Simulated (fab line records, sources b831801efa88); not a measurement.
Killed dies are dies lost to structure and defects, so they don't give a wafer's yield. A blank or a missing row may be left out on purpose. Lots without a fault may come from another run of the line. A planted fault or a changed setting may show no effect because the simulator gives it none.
Which tool did it? | flow sfq_line | 7 lots, 21 wafers sampled, at 1 step of a route of 325

WHAT THE GAUGES READ, wafer by wafer
SFQ_I4_BOW_MEAS_927.
lot  | measured     | on            | I4_BOW (um)
L469 | day 50 11:27 | film_metro-02 | 11 6 6
L473 | day 55 04:31 | film_metro-02 | -3 9 17
L475 | day 55 13:07 | film_metro-02 | 15 5 10
L477 | day 55 19:10 | film_metro-02 | 6 -1 6
L481 | day 56 04:07 | film_metro-02 | 12 13 12
L485 | day 56 20:29 | film_metro-04 | 14 9 0
L491 | day 64 11:13 | film_metro-01 | 1 12 -3

WHICH TOOL RAN EACH LOT (tool, then ch and the chambers of the sampled wafers, then the start)
The record holds no process step before these readings.

THE ANSWER, worked out from the rows above alone
Rule: what is usual is taken from the lots themselves. Put in order of their means at a reading, lots are off if they are a third of the lots or fewer, leave a main group of 4 or more, and stand apart from it by a gap of 3 or more times the standard deviation of the main group's means; of several such gaps the widest counts. A main group whose means are all the same, to the digits that the tables above print for the reading, isn't used. A lot without any number at a reading at which 4 lots or more have one is off too. The other lots that the step has rows for count as sound.
No lot is off at any reading shown: from this, nothing can be told.

WHAT THE SIMULATOR HAD PUT IN
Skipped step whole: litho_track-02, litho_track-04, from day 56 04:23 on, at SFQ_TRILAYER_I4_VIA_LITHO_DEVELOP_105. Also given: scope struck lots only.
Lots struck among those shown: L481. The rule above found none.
